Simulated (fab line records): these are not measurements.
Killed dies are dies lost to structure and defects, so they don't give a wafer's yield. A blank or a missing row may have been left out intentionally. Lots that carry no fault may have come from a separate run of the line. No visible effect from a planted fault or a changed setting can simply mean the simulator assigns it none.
fab line records	flow sky130
record lots=13	wafers=39	last-day=50
route steps=708 shown METAL1@438 VIA1@466 PAD_OPEN@708
lots untouched by any fault: they come from a run of this same line in which no faults occurred
start-h: the number of hours between the record's first day and the start of the first shown wafer of the lot	wait-h: hours from the lot's prior step to this one	" identical to the entry in the row above	L1.1+2: a single row standing in for several wafers	- value missing, or start not given	* or withheld: withheld	< > ~ a bound
route shown NAME@n: names a module that has steps shown in the file, with the first one's number in the route	usual: mean and standard deviation over wafers with no fault	same: alike in all rows	chamber/n: place in a boat	sites: the reading at each site	_std_site: the standard deviation of these	_edge_site: the outer-site mean with the inner-site mean subtracted	radius-mm: how far each site lies from the wafer's centre	mask NAME#n: copy n	behind: the most recent tool/chamber to have shaped the wafer	hold: what put the lot on hold/how long, in hours/how the hold closed	device: whichever transistor did not switch (one of n, p or np)	end of line: at the end of the route, the tests of the same wafers	a step with no rows: only its recipe	killed: dies that structure and defects cost at the first sort, which is not the same as the wafer's yield	map: dies across one wafer; x = killed, . = not, _ = none there
set.NAME: the run value of the setting; set.NAME@STEP: its run value at that earlier step	model.NAME: the simulator's own value behind a step, which no gauge read
the route's steps for a sample of lots (tables are steps, rows are wafers)
services: from which hour (start-h, from the record's first day; less than 0 if before it) a tool's chamber was out of use, for how many hours, and why
## steps
# step SKY_METAL1_SPUTTER_04
# recipe material=TiN	target-thk-nm=70	power-w=6500	time-s=58.3	chamber-pressure-pa=0.4
# usual throttle-valve-pct=30.4/0.88
# same time-s=58.3
lot.wafer	tool	chamber	start-h	wait-h	throttle-valve-pct
L960.2	pvd-sputter-03	-	735.07	0.0	32.1
L960.3	"	-	"	"	29.4
L960.6	"	-	"	"	31.1
L961.1	pvd-sputter-03	-	736.62	0.0	30.7
L961.3	"	-	"	"	31.1
L961.4	"	-	"	"	29.3
L962.1	pvd-sputter-04	-	738.38	0.0	29.9
L962.2	"	-	"	"	31.1
L962.5	"	-	"	"	31.2
L963.3	pvd-sputter-03	-	760.84	0.0	29.2
L963.4	"	-	"	"	30.7
L963.5	"	-	"	"	29.4
L965.1	pvd-sputter-03	-	775.68	0.0	30.6
L965.2	"	-	"	"	30.9
L965.5	"	-	"	"	29.3
L966.1	pvd-sputter-03	-	838.84	0.0	30.8
L966.4	"	-	"	"	29.5
L966.6	"	-	"	"	30.6
L971.3	pvd-sputter-04	-	842.13	0.0	30.0
L971.5	"	-	"	"	30.5
L971.6	"	-	"	"	29.5
L969.1	pvd-sputter-04	-	843.72	0.0	31.3
L969.3	"	-	"	"	30.1
L969.5	"	-	"	"	29.6
L976.2	pvd-sputter-03	-	859.08	0.0	31.9
L976.4	"	-	"	"	29.4
L976.6	"	-	"	"	29.2
L977.1	pvd-sputter-03	-	860.27	0.0	31.8
L977.3	"	-	"	"	29.4
L977.5	"	-	"	"	29.5
L980.2	pvd-sputter-01	-	878.51	0.0	31.5
L980.4	"	-	"	"	29.6
L980.5	"	-	"	"	29.9
L982.1	pvd-sputter-04	-	923.01	0.0	29.6
L982.3	"	-	"	"	31.2
L982.5	"	-	"	"	30.8
L983.1	pvd-sputter-01	-	923.31	0.0	29.6
L983.3	"	-	"	"	31.9
L983.4	"	-	"	"	29.7
# step SKY_METAL1_OVL_MEAS_16
# usual METAL1_OVL=1/5.5
lot.wafer	tool	chamber	start-h	wait-h	METAL1_OVL[nm]
L960.2	overlay-02	-	761.81	0.1	0
L960.3	"	-	"	"	4
L960.6	"	-	"	"	8
L961.1	overlay-02	-	762.69	0.1	10
L961.3	"	-	"	"	7
L961.4	"	-	"	"	7
L962.1	overlay-02	-	765.16	0.1	3
L962.2	"	-	"	"	3
L962.5	"	-	"	"	-3
L963.3	overlay-01	-	788.12	0.1	-5
L963.4	"	-	"	"	-2
L963.5	"	-	"	"	5
L965.1	overlay-02	-	802.36	0.1	-4
L965.2	"	-	"	"	-3
L965.5	"	-	"	"	-2
L966.1	overlay-02	-	865.21	0.1	5
L966.4	"	-	"	"	-1
L966.6	"	-	"	"	-5
L971.3	overlay-02	-	868.75	0.1	-2
L971.5	"	-	"	"	2
L971.6	"	-	"	"	0
L969.1	overlay-02	-	870.04	0.1	-1
L969.3	"	-	"	"	4
L969.5	"	-	"	"	2
L976.2	overlay-01	-	884.81	0.1	3
L976.4	"	-	"	"	6
L976.6	"	-	"	"	5
L977.1	overlay-02	-	886.08	0.1	3
L977.3	"	-	"	"	4
L977.5	"	-	"	"	0
L980.2	overlay-02	-	904.44	0.1	-6
L980.4	"	-	"	"	-3
L980.5	"	-	"	"	-7
L982.1	overlay-02	-	947.76	0.1	-1
L982.3	"	-	"	"	-1
L982.5	"	-	"	"	7
L983.1	overlay-01	-	947.94	0.1	4
L983.3	"	-	"	"	0
L983.4	"	-	"	"	6
# step SKY_VIA1_SOFTBAKE_08
# recipe temp-c=100	time-s=90	resist=KrF-thick
# usual heater-power-total-W=57.36/0.12	resist-line-temp-C=23.00/0.11	run-length-s=119.06/0.13
lot.wafer	tool	chamber	start-h	wait-h	heater-power-total-W	resist-line-temp-C	run-length-s
L960.2	litho-track-03	0	776	-	57.49	22.97	119.14
L960.3	"	0	"	"	57.49	23.06	118.95
L960.6	"	0	"	"	57.30	23.05	119.12
L961.1	litho-track-03	0	777	-	57.25	23.13	119.07
L961.3	"	0	"	"	57.50	22.88	119.16
L961.4	"	0	"	"	57.49	23.07	118.95
L962.1	litho-track-01	0	780	-	57.54	22.94	119.07
L962.2	"	0	"	"	57.60	22.90	118.98
L962.5	"	0	"	"	57.47	22.99	119.30
L963.3	litho-track-01	0	803	-	57.21	22.96	119.01
L963.4	"	0	"	"	57.57	23.03	119.19
L963.5	"	0	"	"	57.45	23.11	118.99
L965.1	litho-track-03	0	816	-	57.38	23.14	119.30
L965.2	"	0	"	"	57.40	22.94	118.99
L965.5	"	0	"	"	57.29	22.99	118.92
L966.1	litho-track-01	0	878	-	57.28	23.06	119.06
L966.4	"	0	"	"	57.53	23.03	119.21
L966.6	"	0	"	"	57.54	23.12	119.02
L971.3	litho-track-03	0	882	-	57.44	22.93	118.98
L971.5	"	0	"	"	57.31	22.79	118.94
L971.6	"	0	"	"	57.41	23.02	118.94
L969.1	litho-track-01	0	884	-	59.39	23.05	110.06
L969.3	"	0	"	"	59.40	23.04	109.94
L969.5	"	0	"	"	59.21	23.04	110.11
L976.2	litho-track-03	0	898	-	57.26	23.21	118.98
L976.4	"	0	"	"	57.45	23.20	119.25
L976.6	"	0	899	-	57.43	23.05	118.94
L977.1	litho-track-01	0	899	-	59.41	23.11	110.22
L977.3	"	0	900	-	59.57	23.17	109.96
L977.5	"	0	"	"	59.58	22.93	110.07
L980.2	litho-track-03	0	919	-	57.30	23.00	119.23
L980.4	"	0	"	"	57.27	23.13	119.01
L980.5	"	0	"	"	57.28	23.11	119.15
L982.1	litho-track-02	0	960	-	57.50	22.94	118.93
L982.3	"	0	"	"	57.51	23.13	119.05
L982.5	"	0	"	"	57.53	22.88	118.87
L983.1	litho-track-03	0	960	-	57.36	22.84	118.99
L983.3	"	0	"	"	57.29	22.78	119.23
L983.4	"	0	"	"	57.52	22.90	119.04
# step SKY_VIA1_RS_MEAS_22
# recipe thk-meas-gauge=four-point-probe	reads=W_of_VIA1_CVD_21+TiN_of_VIA1_SPUTTER_20
# usual VIA1_W_RS=0.428/0.0053
lot.wafer	tool	chamber	start-h	wait-h	VIA1_W_RS[ohm/sq]
L960.2	film-metro-04	-	790.24	0.1	0.438
L960.3	"	-	"	"	0.434
L960.6	"	-	"	"	0.436
L961.1	film-metro-03	-	791.98	0.1	0.425
L961.3	"	-	"	"	0.428
L961.4	"	-	"	"	0.421
L962.1	film-metro-01	-	794.65	0.1	0.434
L962.2	"	-	"	"	0.433
L962.5	"	-	"	"	0.435
L963.3	film-metro-01	-	816.59	0.1	0.435
L963.4	"	-	"	"	0.434
L963.5	"	-	"	"	0.425
L965.1	film-metro-04	-	831.02	0.1	0.432
L965.2	"	-	"	"	0.436
L965.5	"	-	"	"	0.432
L966.1	film-metro-03	-	893.38	0.1	0.423
L966.4	"	-	"	"	0.427
L966.6	"	-	"	"	0.427
L971.3	film-metro-04	-	897.17	0.1	0.421
L971.5	"	-	"	"	0.420
L971.6	"	-	"	"	0.421
L969.1	film-metro-03	-	897.79	0.1	0.428
L969.3	"	-	"	"	0.430
L969.5	"	-	"	"	0.424
L976.2	film-metro-01	-	913.33	0.1	0.430
L976.4	"	-	"	"	0.425
L976.6	"	-	"	"	0.430
L977.1	film-metro-03	-	914.81	0.1	0.429
L977.3	"	-	"	"	0.425
L977.5	"	-	"	"	0.438
L980.2	film-metro-03	-	932.33	0.1	0.417
L980.4	"	-	"	"	0.420
L980.5	"	-	"	"	0.419
L982.1	film-metro-03	-	973.88	0.1	0.429
L982.3	"	-	"	"	0.432
L982.5	"	-	"	"	0.434
L983.1	film-metro-01	-	974.37	0.1	0.425
L983.3	"	-	"	"	0.422
L983.4	"	-	"	"	0.438
# step SKY_PAD_OPEN_PROBE_99
# usual defect-limited-yield=82.5/2	killed_at_M0_to_M3=43/7.3	killed_at_M4_up=3.5/2.2	killed-at-contacts=24/5.3	killed-at-front-end=15/4.2	killed-at-other=0.3/0.67	killed-dies=86/9.8	killed-open=47/7.2	killed-short=39/6.5	sort_bin_3_pad_short=0.9/0.42	sort_bin_5_function=10.4/1.5	sort_bin_6_memory=6.3/1.2	sort_bin_8_speed=0.00/0.038	sort-n-pass=406/9.9	sort-yield-pct=82.5/2
# same gross-dies=492	killed-at-back-side=0	sort_bin_4_leakage[%]=0
lot.wafer	tool	chamber	start-h	wait-h	defect-limited-yield[%]	killed_at_M0_to_M3	killed_at_M4_up	killed-at-contacts	killed-at-front-end	killed-at-other	killed-dies	killed-open	killed-short	sort_bin_3_pad_short[%]	sort_bin_5_function[%]	sort_bin_6_memory[%]	sort_bin_8_speed[%]	sort-n-pass	sort-yield-pct[%]
L960.2	prober-01	-	1072.65	0.1	82.1	36	4	31	17	0	88	45	43	1.2	12.2	4.5	0	404	82.1
L960.3	prober-01	-	1072.70	0.2	79.7	45	2	36	17	0	100	60	40	0.6	10.6	9.1	0	392	79.7
L960.6	prober-01	-	1072.85	0.2	79.1	46	4	36	16	1	103	56	47	1.0	11.6	8.3	0.41	387	78.7
L961.1	prober-02	-	1077.02	0.1	80.9	43	7	31	13	0	94	48	42	1.0	11.8	6.3	0	398	80.9
L961.3	prober-02	-	1077.12	0.2	83.1	42	5	16	20	0	83	45	38	1.0	9.8	6.1	0	409	83.1
L961.4	prober-02	-	1077.17	0.2	85.6	31	4	21	14	1	71	32	39	0.6	8.5	5.3	0	421	85.6
L962.1	prober-01	-	1077.17	0.1	82.5	44	4	17	19	2	86	45	39	1.0	11.0	5.5	0	406	82.5
L962.2	prober-01	-	1077.22	0.1	82.9	47	6	17	14	0	84	36	48	0.8	10.6	5.7	0	408	82.9
L962.5	prober-01	-	1077.37	0.2	78.9	46	7	30	21	0	104	53	51	0.6	12.2	8.3	0	388	78.9
L963.3	prober-02	-	1095.19	0.2	81.1	51	2	24	16	0	93	53	40	0.8	10.8	7.3	0	399	81.1
L963.4	prober-02	-	1095.24	0.2	82.9	47	2	22	13	0	84	50	31	1.0	9.1	6.9	0	408	82.9
L963.5	prober-02	-	1095.29	0.2	80.1	46	1	35	16	0	98	61	37	1.2	11.6	7.1	0	394	80.1
L965.1	prober-01	-	1104.40	0.1	82.7	37	3	20	24	1	85	47	38	0.8	11.4	5.1	0	407	82.7
L965.2	prober-01	-	1104.45	0.1	82.5	46	5	19	15	1	86	60	25	1.2	10.8	5.5	0	406	82.5
L965.5	prober-01	-	1104.60	0.2	82.9	49	2	22	11	0	84	48	36	1.4	7.3	8.3	0	408	82.9
L966.1	prober-01	-	1152.61	0.1	82.1	38	1	34	13	2	88	48	36	1.2	11.0	5.7	0	404	82.1
L966.4	prober-01	-	1152.76	0.2	80.5	46	3	23	21	3	96	51	45	1.0	12.0	6.5	0	396	80.5
L966.6	prober-01	-	1152.86	0.2	82.7	39	2	19	23	2	85	44	40	1.0	10.2	6.1	0	407	82.7
L971.3	prober-02	-	1157.21	0.2	82.9	44	4	21	15	0	84	44	40	0.8	10.8	5.5	0	408	82.9
L971.5	prober-02	-	1157.31	0.2	85.6	36	1	17	16	1	71	38	32	0.4	10.0	4.1	0	421	85.6
L971.6	prober-02	-	1157.36	0.2	80.9	37	3	30	24	0	94	43	51	0.8	11.6	6.7	0	398	80.9
L969.1	prober-01	-	1158.61	0.1	80.5	41	6	27	20	2	96	47	49	1.0	10.2	8.3	0	396	80.5
L969.3	prober-01	-	1158.71	0.2	81.9	37	6	34	12	0	89	55	34	0.2	11.8	6.1	0	403	81.9
L969.5	prober-01	-	1158.81	0.2	83.9	39	6	26	7	1	79	48	31	0.4	10.8	4.9	0	413	83.9
L976.2	prober-01	-	1168.45	0.1	80.7	48	4	31	12	0	95	56	37	0.8	13.0	5.5	0	397	80.7
L976.4	prober-01	-	1168.55	0.2	82.5	51	2	20	13	0	86	48	38	1.0	9.8	6.7	0	406	82.5
L976.6	prober-01	-	1168.65	0.2	80.7	54	5	23	13	0	95	50	44	0.6	12.2	6.5	0	397	80.7
L977.1	prober-02	-	1169.90	0.1	83.1	43	2	23	15	0	83	46	36	0.2	10.8	5.9	0	409	83.1
L977.3	prober-02	-	1170.00	0.2	85.0	33	6	17	17	1	74	30	44	1.2	8.7	5.1	0	418	85.0
L977.5	prober-02	-	1170.10	0.2	80.1	47	2	31	18	0	98	59	38	1.2	10.6	8.1	0	394	80.1
L980.2	prober-01	-	1181.31	0.1	78.3	54	4	32	17	0	107	61	46	0.4	13.6	7.7	0	385	78.3
L980.4	prober-01	-	1181.41	0.2	82.9	38	1	28	17	0	84	57	27	0.2	11.0	5.9	0	408	82.9
L980.5	prober-01	-	1181.46	0.2	83.9	43	3	23	10	0	79	41	38	0.6	8.9	6.5	0	413	83.9
L982.3	prober-02	-	1205.74	0.2	86.0	41	3	13	11	1	69	31	36	0.8	7.9	5.3	0	423	86.0
L982.5	prober-02	-	1205.84	0.2	84.1	39	1	17	21	0	78	44	33	0.4	9.6	5.9	0	414	84.1
L983.1	prober-01	-	1207.04	0.1	79.5	47	2	30	22	0	101	53	44	1.2	14.4	4.9	0	391	79.5
L983.3	prober-01	-	1207.14	0.2	81.9	45	0	26	18	0	89	39	50	0.6	9.3	8.1	0	403	81.9
L983.4	prober-01	-	1207.19	0.2	80.9	51	4	20	19	0	94	47	47	1.6	9.6	7.9	0	398	80.9
# killed by level:class
L960.2 CONTACT:geometric-particle:open=8 LI_CONTACT:geometric-particle:open=7 METAL1:geometric-particle:short=7 VIA1:geometric-particle:open=7 VIA3:geometric-particle:open=7 FIELD_ISO:geometric-particle:short=6 LOCAL_INTERCONNECT:geometric-particle:short=6 CONTACT:geometric-particle:short=6
L960.3 LI_CONTACT:geometric-particle:open=17 VIA3:geometric-particle:open=10 CONTACT:geometric-particle:open=9 METAL2:geometric-particle:short=7 VIA1:geometric-particle:open=6 VIA1:geometric-particle:short=6 FIELD_ISO:geometric-particle:open=5 CONTACT:geometric-particle:short=5
L960.6 VIA1:geometric-particle:open=12 LI_CONTACT:geometric-particle:open=11 CONTACT:geometric-particle:open=10 CONTACT:geometric-particle:short=10 METAL2:geometric-particle:short=8 FIELD_ISO:geometric-particle:short=6 VIA3:geometric-particle:open=6 VIA1:geometric-particle:short=5
L961.1 VIA1:geometric-particle:open=13 LOCAL_INTERCONNECT:geometric-particle:short=7 METAL1:geometric-particle:short=7 CONTACT:geometric-particle:open=6 LI_CONTACT:geometric-particle:open=6 VIA2:geometric-particle:open=6 LI_CONTACT:geometric-particle:short=5 CONTACT:geometric-particle:short=4
L961.3 VIA2:geometric-particle:open=9 VIA1:geometric-particle:open=8 LI_CONTACT:geometric-particle:open=6 METAL2:geometric-particle:short=6 FIELD_ISO:geometric-particle:open=5 CONTACT:geometric-particle:open=5 METAL1:geometric-particle:short=5 METAL4:geometric-particle:short=5
L961.4 LI_CONTACT:geometric-particle:open=7 METAL1:geometric-particle:short=6 VIA3:geometric-particle:open=6 METAL2:geometric-particle:short=6 POLY_GATE:geometric-particle:short=5 LOCAL_INTERCONNECT:geometric-particle:short=5 VIA1:geometric-particle:open=5 POLY_GATE:geometric-particle:open=4
L962.1 VIA1:geometric-particle:open=9 METAL1:geometric-particle:short=7 POLY_GATE:geometric-particle:short=6 LI_CONTACT:geometric-particle:open=6 VIA2:geometric-particle:open=6 VIA2:geometric-particle:short=6 FIELD_ISO:geometric-particle:short=5 FIELD_ISO:geometric-particle:open=5
L962.2 METAL2:geometric-particle:short=8 LI_CONTACT:geometric-particle:open=6 METAL1:geometric-particle:short=6 VIA1:geometric-particle:short=6 VIA2:geometric-particle:open=6 VIA1:geometric-particle:open=5 METAL4:geometric-particle:short=4 LOCAL_INTERCONNECT:geometric-particle:short=4
L962.5 CONTACT:geometric-particle:open=10 VIA3:geometric-particle:open=10 VIA1:geometric-particle:open=8 LI_CONTACT:geometric-particle:open=7 FIELD_ISO:geometric-particle:short=6 METAL4:geometric-particle:short=6 POLY_GATE:geometric-particle:open=5 CONTACT:geometric-particle:short=5
L963.3 VIA1:geometric-particle:open=10 CONTACT:geometric-particle:open=9 VIA2:geometric-particle:open=8 VIA2:geometric-particle:short=8 VIA3:geometric-particle:open=7 LOCAL_INTERCONNECT:geometric-particle:short=7 FIELD_ISO:geometric-particle:open=6 VIA1:geometric-particle:short=5
L963.4 VIA1:geometric-particle:open=10 LI_CONTACT:geometric-particle:open=9 CONTACT:geometric-particle:open=8 VIA2:geometric-particle:open=7 VIA1:geometric-particle:short=6 VIA3:geometric-particle:open=5 POLY_GATE:geometric-particle:short=4 METAL2:geometric-particle:short=4
L963.5 VIA1:geometric-particle:open=14 CONTACT:geometric-particle:open=11 VIA3:geometric-particle:open=11 LI_CONTACT:geometric-particle:open=9 VIA2:geometric-particle:open=8 FIELD_ISO:geometric-particle:short=6 LI_CONTACT:geometric-particle:short=6 LOCAL_INTERCONNECT:geometric-particle:short=5
L965.1 VIA1:geometric-particle:open=11 CONTACT:geometric-particle:open=8 POLY_GATE:geometric-particle:open=8 METAL2:geometric-particle:short=6 VIA2:geometric-particle:open=6 FIELD_ISO:geometric-particle:short=4 POLY_GATE:geometric-particle:short=4 LOCAL_INTERCONNECT:geometric-particle:short=4
L965.2 VIA3:geometric-particle:open=12 VIA1:geometric-particle:open=10 CONTACT:geometric-particle:open=9 VIA2:geometric-particle:open=7 FIELD_ISO:geometric-particle:open=6 LI_CONTACT:geometric-particle:open=4 METAL2:geometric-particle:short=4 LOCAL_INTERCONNECT:geometric-particle:short=3
L965.5 VIA2:geometric-particle:open=11 VIA3:geometric-particle:open=9 CONTACT:geometric-particle:open=7 LI_CONTACT:geometric-particle:open=6 VIA1:geometric-particle:short=6 VIA1:geometric-particle:open=5 METAL3:geometric-particle:short=5 CONTACT:geometric-particle:short=4
L966.1 CONTACT:geometric-particle:open=14 LI_CONTACT:geometric-particle:open=9 VIA1:geometric-particle:open=7 LOCAL_INTERCONNECT:geometric-particle:short=5 VIA1:geometric-particle:short=5 METAL2:geometric-particle:short=5 VIA2:geometric-particle:open=5 VIA2:geometric-particle:short=5
L966.4 CONTACT:geometric-particle:open=9 VIA3:geometric-particle:open=8 VIA1:geometric-particle:open=8 VIA1:geometric-particle:short=7 FIELD_ISO:geometric-particle:open=5 FIELD_ISO:geometric-particle:short=5 METAL1:geometric-particle:short=5 CONTACT:geometric-particle:short=4
L966.6 CONTACT:geometric-particle:open=10 FIELD_ISO:geometric-particle:open=6 LOCAL_INTERCONNECT:geometric-particle:short=5 METAL1:geometric-particle:short=5 VIA1:geometric-particle:open=5 VIA3:geometric-particle:open=5 METAL3:geometric-particle:short=5 POLY_GATE:geometric-particle:open=4
L971.3 CONTACT:geometric-particle:open=10 VIA1:geometric-particle:open=8 METAL2:geometric-particle:short=8 POLY_GATE:geometric-particle:short=5 LI_CONTACT:geometric-particle:open=5 VIA2:geometric-particle:open=5 FIELD_ISO:geometric-particle:open=4 METAL1:geometric-particle:short=4
L971.5 METAL1:geometric-particle:short=7 LI_CONTACT:geometric-particle:open=6 VIA1:geometric-particle:open=6 CONTACT:geometric-particle:open=5 VIA3:geometric-particle:open=5 FIELD_ISO:geometric-particle:open=3 VIA1:geometric-particle:short=3 POLY_GATE:geometric-particle:short=3
L971.6 CONTACT:geometric-particle:open=12 FIELD_ISO:geometric-particle:short=9 LOCAL_INTERCONNECT:geometric-particle:short=7 FIELD_ISO:geometric-particle:open=6 METAL1:geometric-particle:short=6 VIA2:geometric-particle:open=6 CONTACT:geometric-particle:short=5 VIA1:geometric-particle:open=5
L969.1 LOCAL_INTERCONNECT:geometric-particle:short=9 METAL1:geometric-particle:short=9 VIA1:geometric-particle:open=9 VIA2:geometric-particle:open=8 POLY_GATE:geometric-particle:short=7 FIELD_ISO:geometric-particle:open=6 LI_CONTACT:geometric-particle:short=5 LI_CONTACT:geometric-particle:open=5
L969.3 VIA1:geometric-particle:open=14 LI_CONTACT:geometric-particle:open=11 CONTACT:geometric-particle:open=10 LOCAL_INTERCONNECT:geometric-particle:short=6 METAL1:geometric-particle:short=5 VIA2:geometric-particle:open=5 POLY_GATE:geometric-particle:open=4 CONTACT:geometric-particle:short=4
L969.5 LI_CONTACT:geometric-particle:open=11 VIA1:geometric-particle:open=10 CONTACT:geometric-particle:open=8 METAL1:geometric-particle:short=6 VIA2:geometric-particle:open=6 METAL2:geometric-particle:short=4 FIELD_ISO:geometric-particle:open=3 LI_CONTACT:geometric-particle:short=3
L976.2 VIA1:geometric-particle:open=14 VIA2:geometric-particle:open=11 CONTACT:geometric-particle:open=11 LI_CONTACT:geometric-particle:open=9 METAL1:geometric-particle:short=8 CONTACT:geometric-particle:short=7 VIA3:geometric-particle:open=4 VIA3:geometric-particle:short=4
L976.4 VIA1:geometric-particle:open=16 CONTACT:geometric-particle:open=9 VIA3:geometric-particle:open=8 VIA2:geometric-particle:open=8 VIA1:geometric-particle:short=5 POLY_GATE:geometric-particle:short=4 METAL1:geometric-particle:short=4 METAL2:geometric-particle:short=4
L976.6 VIA1:geometric-particle:open=12 CONTACT:geometric-particle:open=9 LI_CONTACT:geometric-particle:open=7 METAL1:geometric-particle:short=7 VIA3:geometric-particle:open=7 METAL2:geometric-particle:short=6 VIA1:geometric-particle:short=6 VIA2:geometric-particle:open=6
L977.1 VIA1:geometric-particle:open=9 VIA2:geometric-particle:open=6 LI_CONTACT:geometric-particle:open=6 LOCAL_INTERCONNECT:geometric-particle:short=6 VIA3:geometric-particle:short=6 VIA3:geometric-particle:open=6 CONTACT:geometric-particle:open=5 METAL1:geometric-particle:short=5
L977.3 METAL3:geometric-particle:short=9 POLY_GATE:geometric-particle:open=7 METAL4:geometric-particle:short=6 METAL2:geometric-particle:short=5 CONTACT:geometric-particle:open=5 CONTACT:geometric-particle:short=5 VIA1:geometric-particle:open=5 VIA2:geometric-particle:open=3
L977.5 CONTACT:geometric-particle:open=15 LI_CONTACT:geometric-particle:open=9 METAL1:geometric-particle:short=8 VIA2:geometric-particle:open=8 VIA1:geometric-particle:short=7 VIA1:geometric-particle:open=6 VIA3:geometric-particle:open=6 POLY_GATE:geometric-particle:open=5
L980.2 VIA1:geometric-particle:open=11 CONTACT:geometric-particle:open=10 VIA2:geometric-particle:open=10 FIELD_ISO:geometric-particle:open=8 LI_CONTACT:geometric-particle:open=8 METAL2:geometric-particle:short=8 METAL3:geometric-particle:short=6 VIA3:geometric-particle:open=6
L980.4 CONTACT:geometric-particle:open=13 VIA1:geometric-particle:open=11 LI_CONTACT:geometric-particle:open=8 VIA3:geometric-particle:open=6 FIELD_ISO:geometric-particle:short=4 FIELD_ISO:geometric-particle:open=4 METAL2:geometric-particle:short=4 VIA2:geometric-particle:open=4
L980.5 VIA1:geometric-particle:open=9 VIA1:geometric-particle:short=7 LI_CONTACT:geometric-particle:open=7 CONTACT:geometric-particle:short=7 CONTACT:geometric-particle:open=6 METAL2:geometric-particle:short=5 VIA2:geometric-particle:open=5 VIA3:geometric-particle:short=4
L982.3 VIA1:geometric-particle:open=7 VIA1:geometric-particle:short=6 CONTACT:geometric-particle:open=5 METAL1:geometric-particle:short=5 VIA2:geometric-particle:short=5 METAL2:geometric-particle:short=4 VIA2:geometric-particle:open=4 VIA3:geometric-particle:open=4
L982.5 VIA2:geometric-particle:open=8 VIA1:geometric-particle:open=8 LI_CONTACT:geometric-particle:open=7 POLY_GATE:geometric-particle:short=6 FIELD_ISO:geometric-particle:open=5 METAL2:geometric-particle:short=5 VIA3:geometric-particle:open=4 CONTACT:geometric-particle:open=4
L983.1 CONTACT:geometric-particle:open=14 VIA1:geometric-particle:open=12 LI_CONTACT:geometric-particle:open=7 VIA3:geometric-particle:open=7 METAL1:geometric-particle:short=6 FIELD_ISO:geometric-particle:short=5 VIA1:geometric-particle:short=5 METAL2:geometric-particle:short=5
L983.3 CONTACT:geometric-particle:open=11 VIA1:geometric-particle:open=11 FIELD_ISO:geometric-particle:short=9 METAL2:geometric-particle:short=9 METAL1:geometric-particle:short=7 VIA2:geometric-particle:short=6 VIA2:geometric-particle:open=5 LI_CONTACT:geometric-particle:short=4
L983.4 VIA1:geometric-particle:open=10 VIA2:geometric-particle:open=10 FIELD_ISO:geometric-particle:short=8 CONTACT:geometric-particle:open=7 LI_CONTACT:geometric-particle:open=7 VIA3:geometric-particle:open=6 POLY_GATE:geometric-particle:short=6 METAL2:geometric-particle:short=5
## services
tool	chamber	start-h	hours	kind
litho-track-02	-	742.72	-	consumable-replace:filter
litho-track-03	-	747.15	-	consumable-replace:filter
pvd-sputter-01	-	810.40	0.5	repair
pvd-sputter-03	-	827.79	2.2	repair
pvd-sputter-03	-	884.65	4.8	repair
pvd-sputter-01	-	892.73	1.5	repair
pvd-sputter-01	-	909.74	6.6	repair
pvd-sputter-04	-	933.35	0.9	repair
pvd-sputter-01	-	957.11	1.5	repair
## key
first-sign step=SKY_VIA1_SOFTBAKE_08	reading=run-length-s	direction=down	sigmas=72	usual=*	struck=*
effect step=SKY_VIA1_SOFTBAKE_08	reading=heater-power-total-W	direction=up	sigmas=18	usual=*	struck=*
met-at SKY_VIA1_SOFTBAKE_08
struck-lots L969,L977
not-acting-at SKY_METAL1_SPUTTER_04,SKY_METAL1_OVL_MEAS_16,SKY_VIA1_RS_MEAS_22
onset-between 878 884
fault kind=process-parameter-drift	tool=litho-track-01	chamber=-	onset-h=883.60	steps=SKY_VIA1_SOFTBAKE_08	channel=time-s	offset=*	shape=step	end-h=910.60	acts-in=*	stated=*
